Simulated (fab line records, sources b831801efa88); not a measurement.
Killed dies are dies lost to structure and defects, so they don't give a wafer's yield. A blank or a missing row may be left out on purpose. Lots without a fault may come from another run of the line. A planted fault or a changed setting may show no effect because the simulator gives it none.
fab line records | flow sky130
record lots=5 wafers=15 last_day=50
route steps=708 shown POLY_GATE@225 LDD_N@237 LDD_P@255
lots that met no fault: from a run of the same line without faults
start_h: hours from the record's first day to the start of the lot's first wafer shown | wait_h: hours since the lot's step before | " the same as in the row above | L1.1+2: a row that stands for several wafers | - no value, or no start given | * or withheld: withheld | < > ~ a bound
route shown NAME@n: a module of which the file shows steps, and the number in the route of the first | usual: mean/standard deviation of fault-free wafers | same: alike in all rows | chamber/n: place in a boat | sites: the reading at each site | _std_site: their standard deviation | _edge_site: outer sites' mean less inner sites' | radius_mm: how far each site lies from the wafer's centre | mask NAME#n: copy n | behind: the tool/chamber that last shaped the wafer | hold: why the lot was held/for how many hours/how that ended | device: the transistor (n, p or np) that didn't switch | end of line: the same wafers' tests at the end of the route | a step without rows: its recipe alone | killed: dies lost to structure and defects at the first sort, not the wafer's yield | map: a wafer's dies, x killed, . not, _ none there
set.NAME: the setting as run; set.NAME@STEP: as run at that earlier step | model.NAME: the simulator's own value behind a step, which no gauge read
lots at some steps of the route; a table a step, a row a wafer
services: from which hour (start_h, from the record's first day; less than 0 if before it) a tool's chamber was out of use, for how many hours, and why
## steps
# step SKY_POLY_GATE_PEB_11
# recipe peb_temp_c=withheld peb_time_s=withheld resist=KrF-thick
# columns lot.wafer tool chamber start_h wait_h
L075.1+4+6 litho_track-01 0 - -
L079.2+3+4 litho_track-02 0 - -
L081.4+5+6 litho_track-01 0 - -
L083.1+3+4 litho_track-02 0 - -
L097.1+2+3 litho_track-01 0 - -
# step SKY_POLY_GATE_DEVELOP_12
# recipe develop_time_s=60 resist=KrF-thick dev_temp_c=21
# columns lot.wafer tool chamber start_h wait_h
L075.1+4+6 litho_track-01 0 - -
L079.2+3+4 litho_track-02 0 - -
L081.4+5+6 litho_track-01 0 - -
L083.1+3+4 litho_track-02 0 - -
L097.1+2+3 litho_track-01 0 - -
# step SKY_POLY_GATE_CD_MEAS_13
# recipe target_cd_nm=150
# usual cd_nm=150.5/1.5
# columns lot.wafer tool chamber start_h wait_h cd_nm
L075.1 cd_sem-01 - 377.77 - 150.1
L075.4 " - " " 151.2
L075.6 " - " " 149.9
L079.2 cd_sem-02 - 414.75 - 148.0
L079.3 " - " " 148.8
L079.4 " - " " 147.9
L081.4 cd_sem-02 - 432.78 - 148.4
L081.5 " - " " 149.2
L081.6 " - " " 147.9
L083.1 cd_sem-02 - 447.93 - 149.1
L083.3 " - " " 149.1
L083.4 " - " " 149.2
L097.1 cd_sem-02 - 569.12 - 151.2
L097.2 " - " " 150.5
L097.3 " - " " 151.1
# step SKY_POLY_GATE_OVL_MEAS_14
# usual POLY_GATE_OVL=6/5.6
# columns lot.wafer tool chamber start_h wait_h POLY_GATE_OVL[nm]
L075.1 overlay-02 - 377.89 0.1 0
L075.4 " - " " 1
L075.6 " - " " 6
L079.2 overlay-02 - 414.86 0.1 1
L079.3 " - " " -4
L079.4 " - " " 3
L081.4 overlay-01 - 432.86 0.1 0
L081.5 " - " " 7
L081.6 " - " " -6
L083.1 overlay-02 - 448.05 0.1 8
L083.3 " - " " 6
L083.4 " - " " 8
L097.1 overlay-02 - 569.24 0.1 12
L097.2 " - " " 14
L097.3 " - " " 17
# step SKY_POLY_GATE_ETCH_15
# recipe chemistry=N2/H2 target=BARC ion_energy_ev=200 source_w=500 bias_w=100 pressure_mtorr=30 n2_flow_sccm=100 h2_flow_sccm=200 stop_on=SiO2 time_s=118.5 target_depth_a=1100
# usual drypump_motor_current_A=5.7/0.32 n2_flow_sccm=99.99/0.27 oes_product_au=0.716/0.0046 throttle_valve_pct=13.212/0.009
# columns lot.wafer tool chamber start_h wait_h drypump_motor_current_A n2_flow_sccm oes_product_au rf_hours_counter_h throttle_valve_pct
L075.1 rie_diel-03 3 377.93 0.0 6.0 100.07 0.719 110 13.210
L075.4 " 3 " " 6.0 100.03 0.720 - 13.205
L075.6 " 2 " " 5.7 100.47 0.710 - 13.207
L079.2 rie_diel-01 1 414.89 0.0 5.8 100.13 0.724 83 13.221
L079.3 " 3 " " 5.3 99.80 0.724 6 13.214
L079.4 " 2 " " 5.8 99.63 0.714 21 13.208
L081.4 rie_diel-04 2 432.88 0.0 6.4 100.23 0.716 12 13.203
L081.5 " 1 " " 5.2 99.99 0.716 - 13.228
L081.6 " 2 " " 6.4 100.51 0.716 - 13.213
L083.1 rie_diel-01 3 448.09 0.0 5.4 100.01 0.713 7 13.206
L083.3 " 2 " " 5.8 99.80 0.703 22 13.203
L083.4 " 1 " " 5.8 100.39 0.713 83 13.214
L097.1 rie_diel-03 0 569.28 0.0 5.3 100.48 0.711 56 13.211
L097.2 " 1 " " 5.6 100.26 0.717 41 13.206
L097.3 " 2 " " 5.7 100.14 0.713 16 13.211
# step SKY_POLY_GATE_ETCH_16
# recipe stop_on=poly-Si chemistry=CH3F/O2 target=Si3N4 source_w=400 bias_w=80 pressure_mtorr=25 ch3f_flow_sccm=40 O2_flow_sccm=30 time_s=147.5 target_depth_a=750
# usual O2_flow_sccm=29.99/0.084 drypump_motor_current_A=5.7/0.32 oes_product_au=0.639/0.0055 throttle_valve_pct=10.536/0.0085
# columns lot.wafer tool chamber start_h wait_h O2_flow_sccm drypump_motor_current_A oes_product_au rf_hours_counter_h throttle_valve_pct
L075.1 rie_diel-03 3 378.01 0.0 29.90 6.0 0.629 110 10.542
L075.4 " 3 " " 29.88 6.0 0.638 - 10.552
L075.6 " 2 " " 30.08 5.7 0.634 - 10.523
L079.2 rie_diel-01 1 414.97 0.0 29.88 5.8 0.648 83 10.514
L079.3 " 3 " " 29.90 5.3 0.643 6 10.536
L079.4 " 2 " " 29.97 5.8 0.644 21 10.532
L081.4 rie_diel-04 2 432.96 0.0 30.03 6.4 0.635 13 10.540
L081.5 " 1 " " 30.01 5.2 0.634 - 10.522
L081.6 " 2 " " 30.15 6.4 0.636 - 10.535
L083.1 rie_diel-01 3 448.17 0.0 29.90 5.3 0.643 7 10.531
L083.3 " 2 " " 30.12 5.8 0.643 22 10.519
L083.4 " 1 " " 30.00 5.8 0.636 83 10.541
L097.1 rie_diel-03 0 569.36 0.0 29.96 5.3 0.639 56 10.535
L097.2 " 1 " " 30.09 5.7 0.636 41 10.529
L097.3 " 2 " " 30.03 5.7 0.643 16 10.535
# step SKY_POLY_GATE_ETCH_17
# recipe target_depth_nm=180 stop_on=SiO2 over_etch_frac=0.56667 chemistry=HBr/Cl2 target=poly-Si icp_w=400 bias_w=100 pressure_mtorr=10 HBr_flow_sccm=150 Cl2_flow_sccm=50 time_s=70.5
# usual drypump_motor_current_A=5.7/0.57 oes_product_au=0.984/0.0083 throttle_valve_pct=33.685/0.0096
# columns lot.wafer tool chamber start_h wait_h drypump_motor_current_A oes_product_au rf_hours_counter_h throttle_valve_pct
L075.1 rie_si-02 1 378.11 0.0 6.4 0.979 19 33.677
L075.4 " 2 " " 5.0 0.988 2 33.703
L075.6 " 2 " " 5.0 1.000 - 33.696
L079.2 rie_si-01 0 415.07 0.0 5.5 0.970 4 33.691
L079.3 " 1 " " 5.7 0.963 1 33.695
L079.4 " 2 " " 5.4 0.980 1 33.681
L081.4 rie_si-01 3 433.06 0.0 5.1 0.990 2 33.670
L081.5 " 2 " " 5.4 0.980 - 33.673
L081.6 " 1 " " 5.7 0.982 - 33.688
L083.1 rie_si-02 2 448.27 0.0 5.0 0.993 3 33.676
L083.3 " 3 " " 6.4 0.986 6 33.682
L083.4 " 0 " " 6.5 0.984 48 33.685
L097.1 rie_si-02 1 569.46 0.0 6.4 0.992 20 33.684
L097.2 " 3 " " 6.4 0.995 6 33.699
L097.3 " 0 " " 6.5 0.997 0 33.679
# step SKY_POLY_GATE_STRIP_18
# recipe chemistry=O2/N2 power_w=1400 pressure_mtorr=1500 platen_temp_c=withheld o2_flow_sccm=3000 n2_flow_sccm=300 overash_fraction=0.5
# usual drypump_motor_current_A=5.4/0.35 n2_flow_sccm=300.0/0.92 oes_product_au=0.361/0.005 strip_time_to_endpoint_s=3.17/0.04
# columns lot.wafer tool chamber start_h wait_h drypump_motor_current_A n2_flow_sccm oes_product_au rf_hours_counter_h strip_time_to_endpoint_s
L075.1 plasma_asher-01 0 378.17 0.0 5.4 300.3 0.359 70 3.13
L075.4 " 0 " " 5.5 300.7 0.360 - 3.13
L075.6 " 0 " " 5.4 300.7 0.365 - 3.15
L079.2 plasma_asher-01 0 415.12 0.0 5.4 302.0 0.360 74 3.17
L079.3 " 0 " " 5.5 300.9 0.364 - 3.21
L079.4 " 1 " " 5.9 300.9 0.355 - 3.17
L081.4 plasma_asher-03 1 433.15 0.1 5.1 298.9 0.361 - 3.14
L081.5 " 1 " " 5.1 299.3 0.348 - 3.12
L081.6 " 0 " " 5.0 300.9 0.367 - 3.16
L083.1 plasma_asher-01 1 448.32 0.0 5.8 300.0 0.359 2 3.17
L083.3 " 1 " " 5.8 300.2 0.352 - 3.14
L083.4 " 0 " " 5.5 298.3 0.362 - 3.12
L097.1 plasma_asher-04 0 569.52 0.0 6.0 300.9 0.358 82 3.22
L097.2 " 1 " " 5.5 299.0 0.361 82 3.18
L097.3 " 0 " " 6.0 299.3 0.363 - 3.17
# step SKY_POLY_GATE_CLEAN_19
# recipe chemistry=SC1/SC2 mix=1:4:20 temp_c=70 time_s=150 dry=n2_spin
# columns lot.wafer tool chamber start_h wait_h
L075.1+4+6 wet_bench-01 0 378.27 0.1
L079.2+3+4 wet_bench-01 1 415.22 0.1
L081.4+5+6 wet_bench-01 0 433.22 0.0
L083.1+3+4 wet_bench-04 1 448.42 0.1
L097.1+2+3 wet_bench-02 2 569.62 0.1
# step SKY_POLY_GATE_OXIDATION_20
# recipe temp_c=850 ambient=O2 stabilise_s=600 purge_s=300 target_thk_a=40 ox_time_s=899
# usual spike_tc_top_C=862.0/2 zone_power_lower_pct=15.1/0.57
# columns lot.wafer tool chamber start_h wait_h spike_tc_top_C zone_power_lower_pct
L075.1 furnace-02 0 378.32 0.0 863.3 14.7
L075.4 " 0 " " 861.4 14.4
L075.6 " 0 " " 862.4 14.5
L079.2 furnace-01 0 417.09 1.8 860.6 15.8
L079.3 " 0 " " 859.4 15.8
L079.4 " 0 " " 861.1 15.6
L081.4 furnace-01 0 433.27 0.0 859.2 15.4
L081.5 " 0 " " 861.4 15.6
L081.6 " 0 " " 858.4 15.5
L083.1 furnace-02 0 450.84 2.4 863.5 14.6
L083.3 " 0 " " 863.4 14.5
L083.4 " 0 " " 863.4 14.6
L097.1 furnace-02 0 570.62 1.0 864.7 14.4
L097.2 " 0 " " 862.9 14.4
L097.3 " 0 " " 863.9 14.7
# step SKY_POLY_GATE_THK_MEAS_21
# recipe reads=SiO2_of_POLY_GATE_OXIDATION_20
# usual POLY_GATE_OXIDATION_THK=4.01/0.086
# columns lot.wafer tool chamber start_h wait_h POLY_GATE_OXIDATION_THK[nm]
L075.1 film_metro-04 - 379.57 0.0 3.94
L075.4 " - " " 3.96
L075.6 " - " " 4.12
L079.2 film_metro-04 - 418.35 0.0 4.06
L079.3 " - " " 4.07
L079.4 " - " " 4.09
L081.4 film_metro-01 - 434.55 0.0 4.11
L081.5 " - " " 4.10
L081.6 " - " " 4.18
L083.1 film_metro-04 - 452.09 0.0 3.88
L083.3 " - " " 3.98
L083.4 " - " " 3.90
L097.1 film_metro-01 - 571.87 0.0 3.97
L097.2 " - " " 3.92
L097.3 " - " " 3.88
# step SKY_POLY_GATE_CD_MEAS_22
# usual cd_nm=150.3/2.5
# columns lot.wafer tool chamber start_h wait_h cd_nm
L075.1 cd_sem-02 - 379.63 0.1 149.1
L075.4 " - " " 153.1
L075.6 " - " " 151.5
L079.2 cd_sem-02 - 418.43 0.1 147.1
L079.3 " - " " 145.9
L079.4 " - " " 145.9
L081.4 cd_sem-02 - 434.66 0.1 146.2
L081.5 " - " " 151.4
L081.6 " - " " 147.6
L083.1 cd_sem-02 - 452.15 0.1 147.9
L083.3 " - " " 145.8
L083.4 " - " " 148.4
L097.1 cd_sem-01 - 571.93 0.1 152.2
L097.2 " - " " 151.4
L097.3 " - " " 151.9
# step SKY_LDD_N_DEHYDRATE_00
# recipe temp_c=200 time_s=60
# columns lot.wafer tool chamber start_h wait_h
L075.1+4+6 litho_track-02 0 393.83 14.2
L079.2+3+4 litho_track-01 0 433.05 14.6
L081.4+5+6 litho_track-01 0 449.85 15.2
L083.1+3+4 litho_track-04 0 466.72 14.5
L097.1+2+3 litho_track-01 0 585.82 13.9
# step SKY_LDD_N_HMDS_01
# recipe prime_time_s=60 prime_temp_c=120
# columns lot.wafer tool chamber start_h wait_h
L075.1+4+6 litho_track-02 0 393.98 0.1
L079.2+3+4 litho_track-01 0 433.20 0.1
L081.4+5+6 litho_track-01 0 450.00 0.1
L083.1+3+4 litho_track-04 0 466.87 0.1
L097.1+2+3 litho_track-01 0 585.97 0.1
# step SKY_LDD_N_COAT_02
# recipe resist=NOVOLAK spin_rpm=3000 resist_thk_nm=300
# columns lot.wafer tool chamber start_h wait_h
L075.1+4+6 litho_track-02 0 394.13 0.1
L079.2+3+4 litho_track-01 0 433.35 0.1
L081.4+5+6 litho_track-01 0 450.15 0.1
L083.1+3+4 litho_track-04 0 467.02 0.1
L097.1+2+3 litho_track-01 0 586.12 0.1
# step SKY_LDD_N_SOFTBAKE_03
# recipe temp_c=90 time_s=60 resist=NOVOLAK
# columns lot.wafer tool chamber start_h wait_h
L075.1+4+6 litho_track-02 0 394.28 0.1
L079.2+3+4 litho_track-01 0 433.50 0.1
L081.4+5+6 litho_track-01 0 450.30 0.1
L083.1+3+4 litho_track-04 0 467.17 0.1
L097.1+2+3 litho_track-01 0 586.27 0.1
# step SKY_LDD_N_EXPOSE_04
# recipe mask_id=NTM target_cd_nm=840 na=0.6 source_shape=conventional sigma_outer=0.6 dose_mj=110
# usual stage_vel_mm_s=500.07/0.23
# columns lot.wafer tool chamber start_h wait_h mask stage_vel_mm_s
L075.1 iline_stepper-01 0 - - NTM#0 499.88
L075.4 " 0 " " NTM#0 500.19
L075.6 " 0 " " NTM#0 500.22
L079.2 iline_stepper-02 0 - - NTM#0 500.06
L079.3 " 0 " " NTM#0 500.10
L079.4 " 0 " " NTM#0 500.21
L081.4 iline_stepper-01 0 - - NTM#0 500.21
L081.5 " 0 " " NTM#0 500.26
L081.6 " 0 " " NTM#0 500.31
L083.1 iline_stepper-01 0 - - NTM#0 499.94
L083.3 " 0 " " NTM#0 500.06
L083.4 " 0 " " NTM#0 500.03
L097.1 iline_stepper-02 0 - - NTM#0 500.12
L097.2 " 0 " " NTM#0 500.03
L097.3 " 0 " " NTM#0 500.39
# step SKY_LDD_N_PEB_05
# recipe temp_c=withheld time_s=* resist=NOVOLAK
# columns lot.wafer tool chamber start_h wait_h
L075.1+4+6 litho_track-01 0 - -
L079.2+3+4 litho_track-01 0 - -
L081.4+5+6 litho_track-04 0 - -
L083.1+3+4 litho_track-01 0 - -
L097.1+2+3 litho_track-04 0 - -
# step SKY_LDD_N_DEVELOP_06
# recipe develop_time_s=60 dev_temp_c=23
# columns lot.wafer tool chamber start_h wait_h
L075.1+4+6 litho_track-01 0 408.47 0.1
L079.2+3+4 litho_track-01 0 449.30 0.1
L081.4+5+6 litho_track-04 0 464.64 0.1
L083.1+3+4 litho_track-01 0 482.82 0.1
L097.1+2+3 litho_track-04 0 600.67 0.1
# step SKY_LDD_N_OVL_MEAS_07
# usual LDD_N_OVL=0.7/1.6
# columns lot.wafer tool chamber start_h wait_h LDD_N_OVL[nm]
L075.1 overlay-02 - 408.62 0.1 0.4
L075.4 " - " " 2.2
L075.6 " - " " 0.6
L079.2 overlay-02 - 449.43 0.1 1.0
L079.3 " - " " 2.4
L079.4 " - " " 0.0
L081.4 overlay-02 - 464.74 0.1 1.3
L081.5 " - " " 0.9
L081.6 " - " " -0.9
L083.1 overlay-01 - 482.97 0.1 -1.6
L083.3 " - " " 0.1
L083.4 " - " " -1.4
L097.1 overlay-01 - 600.82 0.1 -0.5
L097.2 " - " " -0.8
L097.3 " - " " -1.8
# step SKY_LDD_N_IMPLANT_08
# recipe species=As energy_kev=20 dose_cm2=7.5e+13 tilt_deg=withheld rotation_deg=23
# usual faraday_current_uA=422/9.1
# columns lot.wafer tool chamber start_h wait_h faraday_current_uA
L075.1 implanter-03 0 408.66 0.0 429
L075.4 " 0 " " 409
L075.6 " 0 " " 428
L079.2 implanter-03 0 449.48 0.0 411
L079.3 " 0 " " 414
L079.4 " 0 " " 416
L081.4 implanter-01 0 464.83 0.1 442
L081.5 " 0 " " 414
L081.6 " 0 " " 420
L083.1 implanter-02 0 483.01 0.0 409
L083.3 " 0 " " 435
L083.4 " 0 " " 416
L097.1 implanter-03 0 600.85 0.0 419
L097.2 " 0 " " 412
L097.3 " 0 " " 404
# step SKY_LDD_N_IMPLANT_09
# recipe species=As energy_kev=20 dose_cm2=7.5e+13 tilt_deg=withheld rotation_deg=113
# usual faraday_current_uA=423/7.5
# columns lot.wafer tool chamber start_h wait_h faraday_current_uA
L075.1 implanter-03 0 408.81 0.1 416
L075.4 " 0 " " 425
L075.6 " 0 " " 426
L079.2 implanter-03 0 449.63 0.1 430
L079.3 " 0 " " 431
L079.4 " 0 " " 416
L081.4 implanter-01 0 464.98 0.1 415
L081.5 " 0 " " 431
L081.6 " 0 " " 422
L083.1 implanter-02 0 483.16 0.1 421
L083.3 " 0 " " 433
L083.4 " 0 " " 411
L097.1 implanter-03 0 601.00 0.1 426
L097.2 " 0 " " 411
L097.3 " 0 " " 428
# step SKY_LDD_N_IMPLANT_10
# recipe species=As energy_kev=20 dose_cm2=7.5e+13 tilt_deg=withheld rotation_deg=203
# usual faraday_current_uA=424/7.6
# columns lot.wafer tool chamber start_h wait_h faraday_current_uA
L075.1 implanter-03 0 408.96 0.1 440
L075.4 " 0 " " 420
L075.6 " 0 " " 435
L079.2 implanter-03 0 449.78 0.1 427
L079.3 " 0 " " 419
L079.4 " 0 " " 412
L081.4 implanter-01 0 465.13 0.1 425
L081.5 " 0 " " 432
L081.6 " 0 " " 407
L083.1 implanter-02 0 483.31 0.1 418
L083.3 " 0 " " 424
L083.4 " 0 " " 433
L097.1 implanter-03 0 601.15 0.1 432
L097.2 " 0 " " 419
L097.3 " 0 " " 427
# step SKY_LDD_N_IMPLANT_11
# recipe species=As energy_kev=20 dose_cm2=7.5e+13 tilt_deg=withheld rotation_deg=293
# usual faraday_current_uA=423/8.7
# columns lot.wafer tool chamber start_h wait_h faraday_current_uA
L075.1 implanter-03 0 409.11 0.1 436
L075.4 " 0 " " 423
L075.6 " 0 " " 417
L079.2 implanter-03 0 449.93 0.1 427
L079.3 " 0 " " 403
L079.4 " 0 " " 419
L081.4 implanter-01 0 465.28 0.1 417
L081.5 " 0 " " 434
L081.6 " 0 " " 441
L083.1 implanter-02 0 483.46 0.1 413
L083.3 " 0 " " 418
L083.4 " 0 " " 433
L097.1 implanter-03 0 601.30 0.1 432
L097.2 " 0 " " 423
L097.3 " 0 " " 424
# step SKY_LDD_N_IMPLANT_12
# recipe species=BF2 energy_kev=50 dose_cm2=5e+12 tilt_deg=30 rotation_deg=0
# usual faraday_current_uA=28.2/0.61
# columns lot.wafer tool chamber start_h wait_h faraday_current_uA
L075.1 implanter-03 0 409.26 0.1 28.4
L075.4 " 0 " " 28.2
L075.6 " 0 " " 27.2
L079.2 implanter-03 0 450.08 0.1 28.0
L079.3 " 0 " " 29.2
L079.4 " 0 " " 28.3
L081.4 implanter-01 0 465.43 0.1 28.3
L081.5 " 0 " " 27.6
L081.6 " 0 " " 28.2
L083.1 implanter-02 0 483.61 0.1 28.6
L083.3 " 0 " " 27.7
L083.4 " 0 " " 28.0
L097.1 implanter-03 0 601.45 0.1 27.8
L097.2 " 0 " " 28.2
L097.3 " 0 " " 28.6
# step SKY_LDD_N_IMPLANT_13
# recipe species=BF2 energy_kev=50 dose_cm2=5e+12 tilt_deg=30 rotation_deg=90
# usual faraday_current_uA=28.1/0.62
# columns lot.wafer tool chamber start_h wait_h faraday_current_uA
L075.1 implanter-03 0 409.41 0.1 27.8
L075.4 " 0 " " 27.9
L075.6 " 0 " " 27.8
L079.2 implanter-03 0 450.23 0.1 28.9
L079.3 " 0 " " 27.3
L079.4 " 0 " " 28.4
L081.4 implanter-01 0 465.58 0.1 27.8
L081.5 " 0 " " 27.7
L081.6 " 0 " " 28.2
L083.1 implanter-02 0 483.76 0.1 28.3
L083.3 " 0 " " 28.5
L083.4 " 0 " " 28.4
L097.1 implanter-03 0 601.60 0.1 28.3
L097.2 " 0 " " 28.0
L097.3 " 0 " " 28.1
# step SKY_LDD_N_IMPLANT_14
# recipe species=BF2 energy_kev=50 dose_cm2=5e+12 tilt_deg=30 rotation_deg=180
# usual faraday_current_uA=28.2/0.57
# columns lot.wafer tool chamber start_h wait_h faraday_current_uA
L075.1 implanter-03 0 409.56 0.1 28.6
L075.4 " 0 " " 29.0
L075.6 " 0 " " 27.7
L079.2 implanter-03 0 450.38 0.1 27.4
L079.3 " 0 " " 28.2
L079.4 " 0 " " 28.6
L081.4 implanter-01 0 465.73 0.1 28.6
L081.5 " 0 " " 29.3
L081.6 " 0 " " 28.4
L083.1 implanter-02 0 483.91 0.1 27.7
L083.3 " 0 " " 29.1
L083.4 " 0 " " 28.4
L097.1 implanter-03 0 601.75 0.1 28.3
L097.2 " 0 " " 28.5
L097.3 " 0 " " 29.2
# step SKY_LDD_N_IMPLANT_15
# recipe species=BF2 energy_kev=50 dose_cm2=5e+12 tilt_deg=30 rotation_deg=270
# usual faraday_current_uA=28.2/0.54
# columns lot.wafer tool chamber start_h wait_h faraday_current_uA
L075.1 implanter-03 0 409.71 0.1 28.6
L075.4 " 0 " " 28.0
L075.6 " 0 " " 28.3
L079.2 implanter-03 0 450.53 0.1 27.6
L079.3 " 0 " " 27.7
L079.4 " 0 " " 28.8
L081.4 implanter-01 0 465.88 0.1 28.0
L081.5 " 0 " " 28.3
L081.6 " 0 " " 27.2
L083.1 implanter-02 0 484.06 0.1 28.4
L083.3 " 0 " " 27.7
L083.4 " 0 " " 28.6
L097.1 implanter-03 0 601.90 0.1 27.8
L097.2 " 0 " " 28.8
L097.3 " 0 " " 27.3
# step SKY_LDD_N_STRIP_16
# recipe chemistry=O2/N2 power_w=1400 pressure_mtorr=1500 platen_temp_c=withheld o2_flow_sccm=3000 n2_flow_sccm=300 overash_fraction=0.5
# usual drypump_motor_current_A=5.7/0.38 n2_flow_sccm=299.9/0.85 oes_product_au=0.407/0.0043 strip_time_to_endpoint_s=4.318/0.015
# columns lot.wafer tool chamber start_h wait_h drypump_motor_current_A n2_flow_sccm oes_product_au rf_hours_counter_h strip_time_to_endpoint_s
L075.1 plasma_asher-02 1 409.86 0.1 5.2 300.9 0.406 30 4.326
L075.4 " 0 " " 6.3 299.2 0.405 - 4.347
L075.6 " 1 " " 5.2 300.7 0.409 - 4.319
L079.2 plasma_asher-04 0 450.66 0.1 6.0 302.4 0.409 71 4.318
L079.3 " 1 " " 5.5 300.2 0.404 - 4.329
L079.4 " 0 " " 6.0 300.0 0.409 - 4.320
L081.4 plasma_asher-04 1 465.99 0.1 5.5 301.5 0.408 - 4.332
L081.5 " 0 " " 6.0 299.4 0.405 - 4.326
L081.6 " 1 " " 5.5 301.1 0.412 - 4.317
L083.1 plasma_asher-01 1 484.21 0.1 5.8 301.4 0.410 5 4.312
L083.3 " 0 " " 5.5 299.6 0.406 - 4.296
L083.4 " 1 " " 5.9 299.8 0.401 - 4.299
L097.1 plasma_asher-01 0 602.05 0.1 5.5 299.3 0.415 18 4.301
L097.2 " 1 " " 5.8 298.7 0.407 18 4.295
L097.3 " 0 " " 5.4 300.7 0.406 - 4.302
# step SKY_LDD_N_TW_MEAS_17
# usual LDD_N_TW=2574/13
# columns lot.wafer tool chamber start_h wait_h LDD_N_TW
L075.1 film_metro-01 - 409.96 0.1 2559
L075.4 " - " " 2562
L075.6 " - " " 2565
L079.2 film_metro-03 - 450.77 0.1 2600
L079.3 " - " " 2599
L079.4 " - " " 2596
L081.4 film_metro-04 - 466.08 0.1 2572
L081.5 " - " " 2561
L081.6 " - " " 2594
L083.1 film_metro-04 - 484.31 0.1 2557
L083.3 " - " " 2553
L083.4 " - " " 2561
L097.1 film_metro-03 - 602.15 0.1 2570
L097.2 " - " " 2582
L097.3 " - " " 2576
# step SKY_LDD_P_DEHYDRATE_00
# recipe temp_c=200 time_s=60
# columns lot.wafer tool chamber start_h wait_h
L075.1+4+6 litho_track-01 0 424.12 14.2
L079.2+3+4 litho_track-03 0 464.79 14.0
L081.4+5+6 litho_track-03 0 481.34 15.2
L083.1+3+4 litho_track-01 0 498.82 14.5
L097.1+2+3 litho_track-04 0 615.92 13.8
# step SKY_LDD_P_HMDS_01
# recipe prime_time_s=60 prime_temp_c=120
# columns lot.wafer tool chamber start_h wait_h
L075.1+4+6 litho_track-01 0 424.27 0.1
L079.2+3+4 litho_track-03 0 464.94 0.1
L081.4+5+6 litho_track-03 0 481.49 0.1
L083.1+3+4 litho_track-01 0 498.97 0.1
L097.1+2+3 litho_track-04 0 616.07 0.1
# step SKY_LDD_P_COAT_02
# recipe resist=NOVOLAK spin_rpm=3000 resist_thk_nm=1140
# columns lot.wafer tool chamber start_h wait_h
L075.1+4+6 litho_track-01 0 424.42 0.1
L079.2+3+4 litho_track-03 0 465.09 0.1
L081.4+5+6 litho_track-03 0 481.64 0.1
L083.1+3+4 litho_track-01 0 499.12 0.1
L097.1+2+3 litho_track-04 0 616.22 0.1
# step SKY_LDD_P_SOFTBAKE_03
# recipe temp_c=90 time_s=60 resist=NOVOLAK
# columns lot.wafer tool chamber start_h wait_h
L075.1+4+6 litho_track-01 0 424.57 0.1
L079.2+3+4 litho_track-03 0 465.24 0.1
L081.4+5+6 litho_track-03 0 481.79 0.1
L083.1+3+4 litho_track-01 0 499.27 0.1
L097.1+2+3 litho_track-04 0 616.37 0.1
# step SKY_LDD_P_EXPOSE_04
# recipe mask_id=PSDM na=0.6 source_shape=conventional sigma_outer=0.6 polarization=unpolarized target_cd_nm=380 dose_mj=138
# usual stage_vel_mm_s=500.03/0.24
# columns lot.wafer tool chamber start_h wait_h mask stage_vel_mm_s
L075.1 iline_stepper-02 0 - - PSDM#0 499.55
L075.4 " 0 " " PSDM#0 499.69
L075.6 " 0 " " PSDM#0 500.15
L079.2 iline_stepper-02 0 - - PSDM#0 499.73
L079.3 " 0 " " PSDM#0 499.58
L079.4 " 0 " " PSDM#0 499.56
L081.4 iline_stepper-02 0 - - PSDM#0 500.15
L081.5 " 0 " " PSDM#0 499.79
L081.6 " 0 " " PSDM#0 500.15
L083.1 iline_stepper-02 0 - - PSDM#0 499.85
L083.3 " 0 " " PSDM#0 499.70
L083.4 " 0 " " PSDM#0 499.67
L097.1 iline_stepper-01 0 - - PSDM#0 500.19
L097.2 " 0 " " PSDM#0 500.07
L097.3 " 0 " " PSDM#0 500.11
# step SKY_LDD_P_PEB_05
# recipe temp_c=withheld time_s=* resist=NOVOLAK
# columns lot.wafer tool chamber start_h wait_h
L075.1+4+6 litho_track-04 0 - -
L079.2+3+4 litho_track-01 0 - -
L081.4+5+6 litho_track-01 0 - -
L083.1+3+4 litho_track-03 0 - -
L097.1+2+3 litho_track-03 0 - -
# step SKY_LDD_P_DEVELOP_06
# recipe resist=NOVOLAK developer=TMAH develop_time_s=60 dev_temp_c=23
# columns lot.wafer tool chamber start_h wait_h
L075.1+4+6 litho_track-04 0 440.02 0.1
L079.2+3+4 litho_track-01 0 480.40 0.1
L081.4+5+6 litho_track-01 0 496.60 0.1
L083.1+3+4 litho_track-03 0 514.46 0.1
L097.1+2+3 litho_track-03 0 630.81 0.1
# step SKY_LDD_P_CD_MEAS_07
# recipe target_cd_nm=380
# usual cd_nm=379.9/2.8
# columns lot.wafer tool chamber start_h wait_h cd_nm
L075.1 cd_sem-02 - 440.17 0.1 379.4
L075.4 " - " " 378.7
L075.6 " - " " 380.2
L079.2 cd_sem-02 - 480.54 0.1 382.8
L079.3 " - " " 383.0
L079.4 " - " " 381.4
L081.4 cd_sem-02 - 496.73 0.1 377.6
L081.5 " - " " 379.6
L081.6 " - " " 379.4
L083.1 cd_sem-02 - 514.61 0.1 376.8
L083.3 " - " " 373.5
L083.4 " - " " 375.9
L097.1 cd_sem-02 - 630.96 0.1 380.7
L097.2 " - " " 378.1
L097.3 " - " " 379.1
# step SKY_LDD_P_OVL_MEAS_08
# usual LDD_P_OVL=0.7/1.3
# columns lot.wafer tool chamber start_h wait_h LDD_P_OVL[nm]
L075.1 overlay-02 - 440.29 0.1 -0.1
L075.4 " - " " 1.0
L075.6 " - " " 1.3
L079.2 overlay-02 - 480.65 0.1 2.6
L079.3 " - " " 1.6
L079.4 " - " " 1.8
L081.4 overlay-02 - 496.81 0.1 -1.2
L081.5 " - " " 1.2
L081.6 " - " " -0.7
L083.1 overlay-02 - 514.73 0.1 0.6
L083.3 " - " " 0.5
L083.4 " - " " 0.8
L097.1 overlay-01 - 631.08 0.1 -1.1
L097.2 " - " " 1.2
L097.3 " - " " -1.3
## services
# columns tool chamber start_h hours kind
iline_stepper-01 - 357.10 1.7 pm
rie_diel-03 - 361.37 1.0 repair
rie_diel-03 0 370.41 12.1 repair
rie_diel-01 0 374.19 1.4 repair
implanter-01 - 391.03 5.3 pm
plasma_asher-01 - 421.25 9.0 pm
iline_stepper-02 - 421.93 1.7 pm
rie_diel-01 - 434.11 2.8 pm
implanter-02 - 445.26 4.6 pm
implanter-03 - 445.40 3.6 pm
rie_diel-03 2 467.65 3.3 repair
rie_diel-03 0 479.60 2.4 repair
implanter-02 - 521.61 4.7 pm
rie_diel-03 2 532.48 36.3 repair
iline_stepper-02 - 541.76 2.1 pm
rie_diel-03 0 547.21 5.8 repair
rie_diel-03 1 548.95 9.0 repair
rie_diel-01 0 560.59 4.1 repair
iline_stepper-01 - 569.45 4.4 pm
implanter-03 - 574.73 4.5 repair
implanter-02 - 585.15 1.4 repair
iline_stepper-02 - 594.20 5.9 repair
implanter-02 - 607.80 1.8 repair
iline_stepper-02 - 612.72 15.5 repair
## key
fault none
